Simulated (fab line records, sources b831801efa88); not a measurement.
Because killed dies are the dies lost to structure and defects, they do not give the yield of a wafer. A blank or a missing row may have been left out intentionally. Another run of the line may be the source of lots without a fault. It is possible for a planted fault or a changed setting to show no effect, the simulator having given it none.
fab line records | flow sky130
[record] lots = 7 | wafers = 21 | lastDay = 49
route steps=708 shown METAL2@495 VIA2@507 PAD_OPEN@708
lots untouched by any fault: they come from a run of this same line in which no faults occurred
startH: start of the lot's first displayed wafer, in hours after the record's first day | waitH: hours elapsed since this lot's preceding step | " as in the row above | L1.1+2: one row covering several wafers at once | - no value present, or no start provided | * or withheld: withheld | < > ~ a bound
route shown NAME@n: names a module that has steps shown in the file, with the first one's number in the route | usual: the fault-free wafers' mean and standard deviation | same: alike in all rows | chamber/n: place in a boat | sites: the reading at each site | _std_site: how widely they spread, as a standard deviation | _edge_site: inner sites' mean taken away from outer sites' mean | radiusMm: for every site, how far away it sits from the centre of the wafer | mask NAME#n: copy n | behind: the tool/chamber that last shaped the wafer | hold: why the lot was held/for how many hours/how that ended | device: names the non-switching transistor (n, p or np) | end of line: at the end of the route, the tests of the same wafers | a step with no rows: only its recipe | killed: not the wafer's yield, but the dies lost to structure and defects at the first sort | map: shows each die of a wafer: x if killed, . if not, _ if none is there
set.NAME: the setting as run; set.NAME@STEP: as run at that earlier step | model.NAME: the simulator's own value behind a step, which no gauge read
lots seen at some steps along the route; tables by step, rows by wafer
services: the hour from which a tool's chamber was out of use, counted from the record's first day as startH (under 0 if before that day), plus the number of hours and why
[[steps]]
[step SKY_METAL2_EXPOSE_12]
[recipe] maskId = MM2 | na = 0.8 | sourceShape = annular | sigmaInner = 0.55 | sigmaOuter = 0.85 | targetCdNm = 140 | doseMj = 28
[step SKY_METAL2_PEB_13]
[recipe] pebTempC = withheld | pebTimeS = withheld | resist = KrF-thick
[step SKY_METAL2_DEVELOP_14]
[recipe] developTimeS = 60 | resist = KrF-thick | devTempC = 21
[step SKY_METAL2_CD_MEAS_15]
[recipe] targetCdNm = 140
[usual] cdNm = 139.7/1.2
lot.wafer | tool     | chamber | startH | waitH | cdNm
L765.1    | cdSem-02 | -       | 845.24 | -     | 141.2
L765.3    | "        | -       | "      | "     | 140.7
L765.6    | "        | -       | "      | "     | 139.1
L766.2    | cdSem-02 | -       | 852.59 | -     | 139.8
L766.5    | "        | -       | "      | "     | 142.4
L766.6    | "        | -       | "      | "     | 140.5
L768.1    | cdSem-01 | -       | 877.17 | -     | 139.1
L768.2    | "        | -       | "      | "     | 141.9
L768.4    | "        | -       | "      | "     | 140.6
L771.1    | cdSem-02 | -       | 894.78 | -     | 138.5
L771.2    | "        | -       | "      | "     | 139.1
L771.5    | "        | -       | "      | "     | 139.4
L772.3    | cdSem-02 | -       | 903.83 | -     | 139.2
L772.4    | "        | -       | "      | "     | 138.2
L772.5    | "        | -       | "      | "     | 137.5
L777.3    | cdSem-02 | -       | 931.76 | -     | 138.9
L777.4    | "        | -       | "      | "     | 139.8
L777.6    | "        | -       | "      | "     | 139.1
L778.1    | cdSem-01 | -       | 943.33 | -     | 138.3
L778.5    | "        | -       | "      | "     | 138.0
L778.6    | "        | -       | "      | "     | 138.1
[step SKY_METAL2_OVL_MEAS_16]
[usual] METAL2_OVL = 2/4.8
lot.wafer | tool       | chamber | startH | waitH | METAL2_OVL[nm]
L765.1    | overlay-01 | -       | 845.36 | 0.1   | 4
L765.3    | "          | -       | "      | "     | 4
L765.6    | "          | -       | "      | "     | 2
L766.2    | overlay-01 | -       | 852.69 | 0.1   | -7
L766.5    | "          | -       | "      | "     | -5
L766.6    | "          | -       | "      | "     | -3
L768.1    | overlay-01 | -       | 877.29 | 0.1   | 10
L768.2    | "          | -       | "      | "     | 2
L768.4    | "          | -       | "      | "     | 3
L771.1    | overlay-02 | -       | 894.90 | 0.1   | 0
L771.2    | "          | -       | "      | "     | -2
L771.5    | "          | -       | "      | "     | -5
L772.3    | overlay-01 | -       | 903.92 | 0.1   | 7
L772.4    | "          | -       | "      | "     | 13
L772.5    | "          | -       | "      | "     | 12
L777.3    | overlay-01 | -       | 931.85 | 0.1   | 1
L777.4    | "          | -       | "      | "     | 7
L777.6    | "          | -       | "      | "     | 8
L778.1    | overlay-01 | -       | 943.45 | 0.1   | 8
L778.5    | "          | -       | "      | "     | 8
L778.6    | "          | -       | "      | "     | 2
[step SKY_METAL2_DESCUM_17]
[recipe] chemistry = O2 | sourcePowerW = 150 | biasPowerW = 0 | pressureMtorr = 10 | tempC = 40 | timeS = 8
[usual] drypumpMotorCurrentA = 5.39/0.2 | oesProductAu = 0.998/0.013
[same] timeS = 8
lot.wafer | tool        | chamber | startH | waitH | drypumpMotorCurrentA | oesProductAu | rfHoursCounterH
L765.1    | rieMetal-04 | 0       | 845.39 | 0.0   | 5.29                 | 0.983        | 16
L765.3    | "           | 0       | "      | "     | 5.29                 | 0.981        | -
L765.6    | "           | 0       | "      | "     | 5.30                 | 0.978        | -
L766.2    | rieMetal-04 | 0       | 852.72 | 0.0   | 5.28                 | 0.988        | 17
L766.5    | "           | 0       | "      | "     | 5.30                 | 0.978        | -
L766.6    | "           | 1       | "      | "     | 5.35                 | 0.997        | -
L768.1    | rieMetal-01 | 1       | 877.32 | 0.0   | 5.23                 | 1.007        | 4
L768.2    | "           | 0       | "      | "     | 5.18                 | 1.001        | 5
L768.4    | "           | 1       | "      | "     | 5.25                 | 1.004        | -
L771.1    | rieMetal-04 | 0       | 894.94 | 0.0   | 5.28                 | 0.983        | 19
L771.2    | "           | 1       | "      | "     | 5.38                 | 0.994        | 1
L771.5    | "           | 0       | "      | "     | 5.28                 | 0.973        | -
L772.3    | rieMetal-01 | 1       | 903.95 | 0.0   | 5.26                 | 1.010        | -
L772.4    | "           | 0       | "      | "     | 5.19                 | 1.011        | -
L772.5    | "           | 0       | "      | "     | 5.19                 | 1.016        | -
L777.3    | rieMetal-03 | 0       | 931.89 | 0.0   | 5.65                 | 1.010        | -
L777.4    | "           | 1       | "      | "     | 5.83                 | 0.983        | -
L777.6    | "           | 1       | "      | "     | 5.81                 | 0.982        | -
L778.1    | rieMetal-03 | 0       | 943.49 | 0.0   | 5.65                 | 1.008        | 2
L778.5    | "           | 0       | "      | "     | 5.63                 | 1.010        | -
L778.6    | "           | 0       | "      | "     | 5.63                 | 1.009        | -
[step SKY_METAL2_ETCH_18]
[recipe] chemistry = N2/H2 | target = BARC | ionEnergyEv = 200 | biasW = 100 | pressureMtorr = 30 | n2FlowSccm = 100 | h2FlowSccm = 200 | icpW = 500 | stopOn = SiO2 | timeS = 45.9 | targetDepthA = 600
[usual] drypumpMotorCurrentA = 5.40/0.2 | oesProductAu = 0.854/0.0042 | throttleValvePct = 13.225/0.0086
[same] timeS = 45.9
lot.wafer | tool        | chamber | startH | waitH | drypumpMotorCurrentA | oesProductAu | rfHoursCounterH | throttleValvePct
L765.1    | rieMetal-04 | 0       | 845.42 | 0.0   | 5.28                 | 0.852        | 16              | 13.221
L765.3    | "           | 0       | "      | "     | 5.30                 | 0.856        | -               | 13.230
L765.6    | "           | 0       | "      | "     | 5.27                 | 0.854        | -               | 13.213
L766.2    | rieMetal-04 | 0       | 852.76 | 0.0   | 5.30                 | 0.855        | 17              | 13.226
L766.5    | "           | 0       | "      | "     | 5.31                 | 0.855        | -               | 13.235
L766.6    | "           | 1       | "      | "     | 5.39                 | 0.849        | -               | 13.218
L768.1    | rieMetal-01 | 1       | 877.36 | 0.0   | 5.25                 | 0.849        | 4               | 13.216
L768.2    | "           | 0       | "      | "     | 5.18                 | 0.866        | 5               | 13.219
L768.4    | "           | 1       | "      | "     | 5.24                 | 0.857        | -               | 13.229
L771.1    | rieMetal-04 | 0       | 894.97 | 0.0   | 5.31                 | 0.852        | 19              | 13.223
L771.2    | "           | 1       | "      | "     | 5.38                 | 0.851        | 1               | 13.232
L771.5    | "           | 0       | "      | "     | 5.30                 | 0.852        | -               | 13.233
L772.3    | rieMetal-01 | 1       | 904.00 | 0.0   | 5.24                 | 0.846        | -               | 13.213
L772.4    | "           | 0       | "      | "     | 5.19                 | 0.849        | -               | 13.236
L772.5    | "           | 0       | "      | "     | 5.19                 | 0.851        | -               | 13.230
L777.3    | rieMetal-03 | 0       | 931.93 | 0.0   | 5.66                 | 0.850        | -               | 13.228
L777.4    | "           | 1       | "      | "     | 5.82                 | 0.859        | -               | 13.220
L777.6    | "           | 1       | "      | "     | 5.82                 | 0.861        | -               | 13.215
L778.1    | rieMetal-03 | 0       | 943.55 | 0.1   | 5.64                 | 0.854        | 2               | 13.236
L778.5    | "           | 0       | "      | "     | 5.67                 | 0.861        | -               | 13.212
L778.6    | "           | 0       | "      | "     | 5.69                 | 0.855        | -               | 13.232
[step SKY_METAL2_METAL_ETCH_19]
[recipe] targetDepthA = 3600 | stopOn = SiO2 | overEtchFrac = 0.3 | timeS = 78 | chemistry = Cl2/BCl3 | resistSidewallDeg = 88 | pressureMtorr = 10 | icpW = 900 | biasW = 48.5 | Cl2_flow_sccm = 60 | bcl3FlowSccm = 30
[usual] bcl3FlowSccm = 30.00/0.09 | drypumpMotorCurrentA = 5.39/0.21 | oesProductAu = 0.855/0.0061 | throttleValvePct = 22.265/0.0094
[same] timeS = 78
lot.wafer | tool        | chamber | startH | waitH | bcl3FlowSccm | drypumpMotorCurrentA | oesProductAu | rfHoursCounterH | throttleValvePct
L765.1    | rieMetal-04 | 0       | 845.49 | 0.0   | 29.81        | 5.30                 | 0.853        | 16              | 22.264
L765.3    | "           | 0       | "      | "     | 30.03        | 5.31                 | 0.861        | -               | 22.275
L765.6    | "           | 0       | "      | "     | 29.97        | 5.30                 | 0.860        | -               | 22.277
L766.2    | rieMetal-04 | 0       | 852.82 | 0.0   | 30.05        | 5.30                 | 0.857        | 17              | 22.252
L766.5    | "           | 0       | "      | "     | 30.00        | 5.30                 | 0.852        | -               | 22.257
L766.6    | "           | 1       | "      | "     | 29.98        | 5.34                 | 0.855        | -               | 22.260
L768.1    | rieMetal-01 | 1       | 877.42 | 0.0   | 30.19        | 5.22                 | 0.843        | 4               | 22.276
L768.2    | "           | 0       | "      | "     | 30.04        | 5.17                 | 0.850        | 5               | 22.277
L768.4    | "           | 1       | "      | "     | 30.08        | 5.23                 | 0.854        | -               | 22.267
L771.1    | rieMetal-04 | 0       | 895.03 | 0.0   | 29.92        | 5.28                 | 0.850        | 19              | 22.254
L771.2    | "           | 1       | "      | "     | 30.06        | 5.36                 | 0.860        | 1               | 22.272
L771.5    | "           | 0       | "      | "     | 29.86        | 5.29                 | 0.846        | -               | 22.283
L772.3    | rieMetal-01 | 1       | 904.07 | 0.1   | 29.99        | 5.24                 | 0.840        | -               | 22.279
L772.4    | "           | 0       | "      | "     | 29.90        | 5.17                 | 0.857        | -               | 22.286
L772.5    | "           | 0       | "      | "     | 30.08        | 5.18                 | 0.852        | -               | 22.258
L777.3    | rieMetal-03 | 0       | 932.00 | 0.1   | 30.16        | 5.72                 | 0.853        | -               | 22.258
L777.4    | "           | 1       | "      | "     | 30.01        | 5.84                 | 0.852        | -               | 22.259
L777.6    | "           | 1       | "      | "     | 30.21        | 5.85                 | 0.861        | -               | 22.257
L778.1    | rieMetal-03 | 0       | 943.68 | 0.1   | 30.05        | 5.67                 | 0.858        | 2               | 22.262
L778.5    | "           | 0       | "      | "     | 29.92        | 5.66                 | 0.841        | -               | 22.266
L778.6    | "           | 0       | "      | "     | 30.07        | 5.68                 | 0.854        | -               | 22.265
[step SKY_METAL2_STRIP_20]
[recipe] chemistry = O2/N2 | powerW = 1400 | pressureMtorr = 1500 | platenTempC = withheld | o2FlowSccm = 3000 | n2FlowSccm = 300 | overashFraction = 0.5
[usual] drypumpMotorCurrentA = 5.9/0.43 | oesProductAu = 0.343/0.0054 | stripTimeToEndpointS = 2.71/0.063
lot.wafer | tool           | chamber | startH | waitH | drypumpMotorCurrentA | oesProductAu | rfHoursCounterH | stripTimeToEndpointS
L765.1    | plasmaAsher-01 | 0       | 845.58 | 0.1   | 5.7                  | 0.350        | 68              | 2.78
L765.3    | "              | 1       | "      | "     | 6.1                  | 0.349        | -               | 2.78
L765.6    | "              | 1       | "      | "     | 6.1                  | 0.340        | -               | 2.77
L766.2    | plasmaAsher-02 | 1       | 852.91 | 0.1   | 6.5                  | 0.346        | 11              | 2.78
L766.5    | "              | 1       | "      | "     | 6.5                  | 0.352        | -               | 2.81
L766.6    | "              | 0       | "      | "     | 6.3                  | 0.347        | -               | 2.70
L768.1    | plasmaAsher-02 | 0       | 877.51 | 0.1   | 6.2                  | 0.341        | 14              | 2.67
L768.2    | "              | 1       | "      | "     | 6.5                  | 0.337        | 14              | 2.66
L768.4    | "              | 1       | "      | "     | 6.5                  | 0.343        | -               | 2.70
L771.1    | plasmaAsher-04 | 0       | 895.12 | 0.1   | 5.2                  | 0.338        | 109             | 2.75
L771.2    | "              | 1       | "      | "     | 5.7                  | 0.345        | 109             | 2.74
L771.5    | "              | 1       | "      | "     | 5.7                  | 0.344        | -               | 2.80
L772.3    | plasmaAsher-04 | 0       | 904.16 | 0.1   | 5.2                  | 0.345        | -               | 2.64
L772.4    | "              | 1       | "      | "     | 5.7                  | 0.343        | -               | 2.65
L772.5    | "              | 1       | "      | "     | 5.7                  | 0.332        | -               | 2.63
L777.3    | plasmaAsher-04 | 1       | 932.09 | 0.1   | 5.7                  | 0.350        | -               | 2.61
L777.4    | "              | 0       | "      | "     | 5.2                  | 0.350        | -               | 2.75
L777.6    | "              | 0       | "      | "     | 5.2                  | 0.338        | -               | 2.77
L778.1    | plasmaAsher-04 | 1       | 943.86 | 0.1   | 5.7                  | 0.338        | 114             | 2.64
L778.5    | "              | 1       | "      | "     | 5.7                  | 0.340        | -               | 2.64
L778.6    | "              | 0       | "      | "     | 5.2                  | 0.341        | -               | 2.61
[step SKY_METAL2_STRIP_21]
[recipe] chemistry = postEtchResidueRemover | timeS = 1200 | tempC = 72.5
[step SKY_METAL2_CLEAN_22]
[recipe] chemistry = IPA | timeS = 180 | tempC = 25
[step SKY_METAL2_CLEAN_23]
[recipe] chemistry = O3/DIW | dry = n2Spin
[step SKY_VIA2_HDPCVD_00]
[recipe] material = SiO2 | targetThkNm = 1180 | sigmaOpenFrac = 0.3 | timeS = 196.7 | tempC = 400 | sih4FlowSccm = 60 | pressureMtorr = 6
[usual] pressureMtorr = 6.000/0.011
[same] timeS = 196.7
lot.wafer | tool      | chamber | startH | waitH | pressureMtorr
L765.1    | hdpcvd-01 | 1       | 846.23 | 0.0   | 6.019
L765.3    | "         | 0       | "      | "     | 6.001
L765.6    | "         | 0       | "      | "     | 5.993
L766.2    | hdpcvd-01 | 0       | 854.05 | 0.0   | 6.001
L766.5    | "         | 0       | "      | "     | 6.018
L766.6    | "         | 1       | "      | "     | 6.005
L766.2    | hdpcvd-01 | 0       | 854.56 | 0.4   | 6.013
L766.5    | "         | 0       | "      | "     | 6.006
L766.6    | "         | 1       | "      | "     | 6.001
L768.1    | hdpcvd-01 | 1       | 878.11 | 0.0   | 6.003
L768.2    | "         | 2       | "      | "     | 6.000
L768.4    | "         | 2       | "      | "     | 6.007
L768.1    | hdpcvd-01 | 1       | 878.40 | 0.2   | 5.997
L768.2    | "         | 2       | "      | "     | 6.001
L768.4    | "         | 2       | "      | "     | 6.006
L771.1    | hdpcvd-02 | 0       | 895.74 | 0.0   | 5.981
L771.2    | "         | 1       | "      | "     | 6.007
L771.5    | "         | 0       | "      | "     | 6.000
L772.3    | hdpcvd-01 | 0       | 904.81 | 0.0   | 6.016
L772.4    | "         | 2       | "      | "     | 5.992
L772.5    | "         | 0       | "      | "     | 6.018
L772.3    | hdpcvd-01 | 0       | 905.10 | 0.2   | 6.002
L772.4    | "         | 2       | "      | "     | 6.006
L772.5    | "         | 0       | "      | "     | 6.012
L777.3    | hdpcvd-01 | 1       | 932.65 | 0.0   | 5.992
L777.4    | "         | 2       | "      | "     | 5.980
L777.6    | "         | 1       | "      | "     | 5.998
L778.1    | hdpcvd-01 | 2       | 944.45 | 0.0   | 6.016
L778.5    | "         | 1       | "      | "     | 6.011
L778.6    | "         | 0       | "      | "     | 5.987
[step SKY_VIA2_THK_MEAS_01]
[recipe] reads = SiO2_of_VIA2_HDPCVD_00
[usual] VIA2_HDPCVD_THK = 1185/13
lot.wafer | tool         | chamber | startH | waitH | VIA2_HDPCVD_THK[nm]
L765.1    | filmMetro-03 | -       | 846.35 | 0.1   | 1194
L765.3    | "            | -       | "      | "     | 1172
L765.6    | "            | -       | "      | "     | 1166
L766.2    | filmMetro-02 | -       | 854.81 | 0.2   | 2379
L766.5    | "            | -       | "      | "     | 2395
L766.6    | "            | -       | "      | "     | 2392
L768.1    | filmMetro-03 | -       | 878.52 | 0.1   | 2409
L768.2    | "            | -       | "      | "     | 2374
L768.4    | "            | -       | "      | "     | 2420
L771.1    | filmMetro-01 | -       | 895.87 | 0.1   | 1159
L771.2    | "            | -       | "      | "     | 1182
L771.5    | "            | -       | "      | "     | 1172
L772.3    | filmMetro-02 | -       | 905.31 | 0.1   | 2389
L772.4    | "            | -       | "      | "     | 2379
L772.5    | "            | -       | "      | "     | 2414
L777.3    | filmMetro-03 | -       | 932.80 | 0.1   | 1173
L777.4    | "            | -       | "      | "     | 1176
L777.6    | "            | -       | "      | "     | 1186
L778.1    | filmMetro-01 | -       | 944.57 | 0.1   | 1213
L778.5    | "            | -       | "      | "     | 1201
L778.6    | "            | -       | "      | "     | 1209
[step SKY_VIA2_CMP_02]
[recipe] material = SiO2 | downForcePsi = 4 | platenRpm = 60 | padVelocityMS = 0.94248
[usual] edgeZonePressureFrac = 1.000/0.005 | motorCurrentA = 12.7/1.1
lot.wafer | tool   | chamber | startH | waitH | edgeZonePressureFrac | motorCurrentA
L765.1    | cmp-01 | 0       | 846.46 | 0.1   | 1.008                | 14.9
L765.3    | "      | 2       | "      | "     | 1.001                | 12.3
L765.6    | "      | 3       | "      | "     | 1.006                | 11.5
L766.2    | cmp-02 | 3       | 855.14 | 0.3   | 0.998                | 12.5
L766.5    | "      | 0       | "      | "     | 1.008                | 13.8
L766.6    | "      | 1       | "      | "     | 1.008                | 11.7
L768.2    | cmp-02 | 3       | 878.58 | 0.0   | 1.004                | 12.5
L768.1    | "      | 1       | "      | "     | 1.003                | 11.9
L768.4    | "      | 2       | "      | "     | 0.998                | 11.5
L771.1    | cmp-01 | 0       | 895.93 | 0.1   | 1.005                | 15.0
L771.2    | "      | 2       | "      | "     | 1.002                | 12.1
L771.5    | "      | 0       | "      | "     | 0.996                | 14.8
L772.4    | cmp-02 | 2       | 905.60 | 0.3   | 0.993                | 11.8
L772.3    | "      | 0       | "      | "     | 1.005                | 13.6
L772.5    | "      | 2       | "      | "     | 0.999                | 11.9
L777.4    | cmp-02 | 1       | 932.94 | 0.1   | 1.006                | 12.2
L777.3    | "      | 2       | "      | "     | 1.006                | 11.9
L777.6    | "      | 0       | "      | "     | 1.002                | 13.8
L778.1    | cmp-01 | 2       | 944.78 | 0.2   | 0.999                | 12.4
L778.5    | "      | 3       | "      | "     | 0.999                | 11.3
L778.6    | "      | 0       | "      | "     | 0.999                | 14.5
[step SKY_PAD_OPEN_PROBE_99]
[usual] defectLimitedYield = 82.2/1.9 | killed_at_M0_to_M3 = 43/6.3 | killed_at_M4_up = 3.3/1.7 | killedAtContacts = 24/5.4 | killedAtFrontEnd = 16/4.6 | killedAtOther = 0.4/0.7 | killedDies = 87/9.4 | killedOpen = 47/6.9 | killedShort = 39/6.1 | sort_bin_3_pad_short = 0.9/0.45 | sort_bin_5_function = 10.6/1.5 | sort_bin_6_memory = 6.3/1.2 | sortNPass = 405/9.4 | sortYieldPct = 82.2/1.9
[same] grossDies = 492 | killedAtBackSide = 0 | sort_bin_4_leakage[%] = 0 | sort_bin_8_speed[%] = 0
lot.wafer | tool      | chamber | startH  | waitH | defectLimitedYield[%] | killed_at_M0_to_M3 | killed_at_M4_up | killedAtContacts | killedAtFrontEnd | killedAtOther | killedDies | killedOpen | killedShort | sort_bin_3_pad_short[%] | sort_bin_5_function[%] | sort_bin_6_memory[%] | sortNPass | sortYieldPct[%]
L765.1    | prober-02 | -       | 1096.28 | 0.1   | 79.1                  | 46                 | 2               | 29               | 26               | 0             | 103        | 48         | 53          | 1.0                     | 13.4                   | 6.5                  | 389       | 79.1
L765.3    | prober-02 | -       | 1096.38 | 0.2   | 83.9                  | 30                 | 3               | 30               | 15               | 1             | 79         | 41         | 38          | 1.4                     | 8.9                    | 5.7                  | 413       | 83.9
L766.2    | prober-01 | -       | 1102.84 | 0.1   | 80.7                  | 44                 | 2               | 28               | 21               | 0             | 95         | 63         | 32          | 0.4                     | 13.0                   | 5.9                  | 397       | 80.7
L766.5    | prober-01 | -       | 1102.99 | 0.2   | 82.1                  | 37                 | 2               | 31               | 18               | 0             | 88         | 45         | 43          | 1.6                     | 10.4                   | 5.9                  | 404       | 82.1
L766.6    | prober-01 | -       | 1103.04 | 0.2   | 80.7                  | 42                 | 4               | 27               | 20               | 2             | 95         | 49         | 46          | 1.4                     | 10.6                   | 7.3                  | 397       | 80.7
L768.1    | prober-01 | -       | 1119.46 | 0.1   | 80.9                  | 42                 | 4               | 29               | 16               | 3             | 94         | 51         | 41          | 1.0                     | 10.6                   | 7.5                  | 398       | 80.9
L768.2    | prober-01 | -       | 1119.51 | 0.1   | 82.5                  | 39                 | 1               | 20               | 24               | 2             | 86         | 42         | 43          | 0.4                     | 9.8                    | 7.3                  | 406       | 82.5
L768.4    | prober-01 | -       | 1119.61 | 0.2   | 82.9                  | 46                 | 2               | 20               | 15               | 1             | 84         | 48         | 36          | 0.4                     | 10.2                   | 6.5                  | 408       | 82.9
L772.3    | prober-02 | -       | 1140.41 | 0.2   | 80.3                  | 47                 | 3               | 18               | 29               | 0             | 97         | 52         | 41          | 1.2                     | 13.6                   | 4.9                  | 395       | 80.3
L772.4    | prober-02 | -       | 1140.46 | 0.2   | 79.9                  | 40                 | 1               | 28               | 30               | 0             | 99         | 45         | 50          | 1.8                     | 12.0                   | 6.3                  | 393       | 79.9
L772.5    | prober-02 | -       | 1140.51 | 0.2   | 79.9                  | 43                 | 5               | 31               | 18               | 2             | 99         | 56         | 42          | 0.6                     | 12.4                   | 7.1                  | 393       | 79.9
L777.3    | prober-02 | -       | 1159.55 | 0.2   | 82.1                  | 43                 | 3               | 17               | 24               | 1             | 88         | 53         | 35          | 0.4                     | 11.6                   | 5.9                  | 404       | 82.1
L777.4    | prober-02 | -       | 1159.60 | 0.2   | 81.9                  | 42                 | 2               | 33               | 12               | 0             | 89         | 46         | 43          | 1.0                     | 10.4                   | 6.7                  | 403       | 81.9
L777.6    | prober-02 | -       | 1159.70 | 0.2   | 78.5                  | 59                 | 3               | 25               | 19               | 0             | 106        | 65         | 41          | 0.8                     | 12.4                   | 8.3                  | 386       | 78.5
L778.1    | prober-01 | -       | 1171.15 | 0.1   | 80.9                  | 51                 | 2               | 26               | 15               | 0             | 94         | 52         | 42          | 0.4                     | 10.6                   | 8.1                  | 398       | 80.9
L778.5    | prober-01 | -       | 1171.35 | 0.2   | 80.1                  | 49                 | 6               | 26               | 17               | 0             | 98         | 52         | 46          | 1.4                     | 11.0                   | 7.5                  | 394       | 80.1
L778.6    | prober-01 | -       | 1171.40 | 0.2   | 83.1                  | 45                 | 0               | 20               | 18               | 0             | 83         | 47         | 36          | 0.2                     | 10.6                   | 6.1                  | 409       | 83.1
// killed by level:class
L765.1 VIA2:geometricParticle:open=11 METAL2:geometricParticle:short=10 FIELD_ISO:geometricParticle:short=9 CONTACT:geometricParticle:short=8 LI_CONTACT:geometricParticle:open=7 CONTACT:geometricParticle:open=7 VIA1:geometricParticle:open=7 FIELD_ISO:geometricParticle:open=5
L765.3 CONTACT:geometricParticle:open=13 VIA1:geometricParticle:open=7 LI_CONTACT:geometricParticle:open=5 LOCAL_INTERCONNECT:geometricParticle:short=5 CONTACT:geometricParticle:short=5 METAL1:geometricParticle:short=5 VIA3:geometricParticle:open=5 FIELD_ISO:geometricParticle:short=4
L766.2 VIA1:geometricParticle:open=15 LI_CONTACT:geometricParticle:open=13 FIELD_ISO:geometricParticle:open=10 VIA1:geometricParticle:short=6 CONTACT:geometricParticle:open=6 VIA2:geometricParticle:open=6 FIELD_ISO:geometricParticle:short=5 VIA3:geometricParticle:open=5
L766.5 CONTACT:geometricParticle:open=14 METAL1:geometricParticle:short=9 LI_CONTACT:geometricParticle:open=6 LOCAL_INTERCONNECT:geometricParticle:short=5 SPACER:geometricParticle:open=4 METAL3:geometricParticle:short=4 VIA1:geometricParticle:open=4 METAL3:geometricParticle:open=4
L766.6 VIA1:geometricParticle:open=10 CONTACT:geometricParticle:open=9 CONTACT:geometricParticle:short=8 VIA2:geometricParticle:open=6 FIELD_ISO:geometricParticle:short=5 POLY_GATE:geometricParticle:open=5 POLY_GATE:geometricParticle:short=5 VIA3:geometricParticle:open=5
L768.1 CONTACT:geometricParticle:open=11 VIA1:geometricParticle:open=8 FIELD_ISO:geometricParticle:open=7 LI_CONTACT:geometricParticle:open=7 LOCAL_INTERCONNECT:geometricParticle:short=7 METAL2:geometricParticle:short=7 VIA3:geometricParticle:open=7 VIA2:geometricParticle:open=6
L768.2 VIA1:geometricParticle:open=9 FIELD_ISO:geometricParticle:short=6 VIA2:geometricParticle:short=6 VIA3:geometricParticle:open=6 VIA2:geometricParticle:open=6 LI_CONTACT:geometricParticle:open=5 CONTACT:geometricParticle:open=5 SPACER:geometricParticle:short=4
L768.4 VIA1:geometricParticle:open=13 LI_CONTACT:geometricParticle:open=9 METAL2:geometricParticle:short=8 VIA3:geometricParticle:open=7 VIA1:geometricParticle:short=6 FIELD_ISO:geometricParticle:short=5 LI_CONTACT:geometricParticle:short=4 CONTACT:geometricParticle:open=4
L772.3 VIA1:geometricParticle:open=13 POLY_GATE:geometricParticle:open=10 VIA1:geometricParticle:short=9 LI_CONTACT:geometricParticle:open=8 FIELD_ISO:geometricParticle:open=6 VIA2:geometricParticle:short=5 METAL2:geometricParticle:short=4 VIA2:geometricParticle:open=4
L772.4 LI_CONTACT:geometricParticle:open=13 FIELD_ISO:geometricParticle:short=10 VIA1:geometricParticle:open=10 VIA2:geometricParticle:short=8 CONTACT:geometricParticle:open=5 CONTACT:geometricParticle:short=5 METAL1:geometricParticle:short=5 FIELD_ISO:geometricParticle:open=4
L772.5 CONTACT:geometricParticle:open=11 VIA2:geometricParticle:open=10 VIA1:geometricParticle:open=10 LI_CONTACT:geometricParticle:open=9 VIA3:geometricParticle:open=7 POLY_GATE:geometricParticle:short=6 LOCAL_INTERCONNECT:geometricParticle:short=6 FIELD_ISO:geometricParticle:short=5
L777.3 CONTACT:geometricParticle:open=9 METAL2:geometricParticle:short=7 VIA2:geometricParticle:open=7 VIA3:geometricParticle:open=7 LI_CONTACT:geometricParticle:open=6 VIA1:geometricParticle:open=6 FIELD_ISO:geometricParticle:open=5 POLY_GATE:geometricParticle:open=5
L777.4 VIA2:geometricParticle:open=11 CONTACT:geometricParticle:short=9 LI_CONTACT:geometricParticle:open=8 VIA1:geometricParticle:open=8 METAL2:geometricParticle:short=8 CONTACT:geometricParticle:open=6 LI_CONTACT:geometricParticle:short=5 METAL1:geometricParticle:short=5
L777.6 CONTACT:geometricParticle:open=15 METAL2:geometricParticle:short=10 VIA1:geometricParticle:open=9 VIA3:geometricParticle:open=8 METAL1:geometricParticle:short=6 VIA2:geometricParticle:open=6 VIA2:geometricParticle:short=6 FIELD_ISO:geometricParticle:open=4
L778.1 VIA2:geometricParticle:open=16 VIA1:geometricParticle:open=12 CONTACT:geometricParticle:short=8 LI_CONTACT:geometricParticle:open=6 METAL2:geometricParticle:short=6 CONTACT:geometricParticle:open=6 VIA1:geometricParticle:short=5 POLY_GATE:geometricParticle:short=4
L778.5 VIA1:geometricParticle:open=12 LI_CONTACT:geometricParticle:open=10 METAL2:geometricParticle:short=9 CONTACT:geometricParticle:open=8 METAL1:geometricParticle:short=6 LOCAL_INTERCONNECT:geometricParticle:short=5 VIA2:geometricParticle:open=5 METAL4:geometricParticle:short=5
L778.6 VIA1:geometricParticle:open=12 VIA2:geometricParticle:open=8 VIA3:geometricParticle:open=7 CONTACT:geometricParticle:open=6 METAL2:geometricParticle:short=6 VIA2:geometricParticle:short=5 FIELD_ISO:geometricParticle:open=4 SPACER:geometricParticle:short=4
[[services]]
tool           | chamber | startH | hours | kind
rieMetal-04    | -       | 828.11 | 1.4   | pm
plasmaAsher-04 | -       | 838.84 | 1.2   | repair
hdpcvd-02      | -       | 843.20 | 16.3  | repair
rieMetal-04    | 1       | 855.58 | -     | clean
rieMetal-04    | 1       | 855.58 | 17.5  | scheduledDown
rieMetal-04    | 1       | 855.58 | 17.5  | ventCycle
cmp-01         | -       | 879.76 | 11.5  | repair
rieMetal-04    | 0       | 895.52 | -     | clean
rieMetal-04    | 0       | 895.52 | 24.0  | scheduledDown
rieMetal-04    | 0       | 895.52 | 24.0  | ventCycle
plasmaAsher-01 | -       | 901.95 | 2.3   | repair
cmp-01         | -       | 904.95 | 2.4   | repair
hdpcvd-02      | 2       | 907.68 | 25.2  | repair
rieMetal-03    | 0       | 910.29 | -     | clean
rieMetal-03    | 0       | 910.29 | 10.7  | scheduledDown
rieMetal-03    | 0       | 910.29 | 10.7  | ventCycle
cmp-01         | -       | 912.00 | 4.0   | pm
cmp-01         | -       | 932.72 | 3.7   | repair
rieMetal-03    | 1       | 934.88 | -     | clean
rieMetal-03    | 1       | 934.88 | 16.6  | scheduledDown
rieMetal-03    | 1       | 934.88 | 16.6  | ventCycle
rieMetal-01    | -       | 938.33 | 0.2   | repair
rieMetal-01    | 1       | 940.50 | 29.5  | repair
cmp-02         | -       | 941.84 | 3.0   | repair
[[key]]
[firstSign] step = SKY_VIA2_HDPCVD_00 | reading = visit | direction = added
[effect] step = SKY_VIA2_THK_MEAS_01 | reading = VIA2_HDPCVD_THK | direction = up | sigmas = 95 | usual = 1185 | struck = 2395
metAt SKY_VIA2_HDPCVD_00
struckWafers L766.2,L766.5,L766.6,L768.1,L768.2,L768.4,L772.3,L772.4,L772.5
[fault] kind = repeatedStepWhole | tool = hdpcvd-01,hdpcvd-02 | chamber = - | onsetH = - | steps = SKY_VIA2_HDPCVD_00 | times = 1 | scope = struckLotsOnly
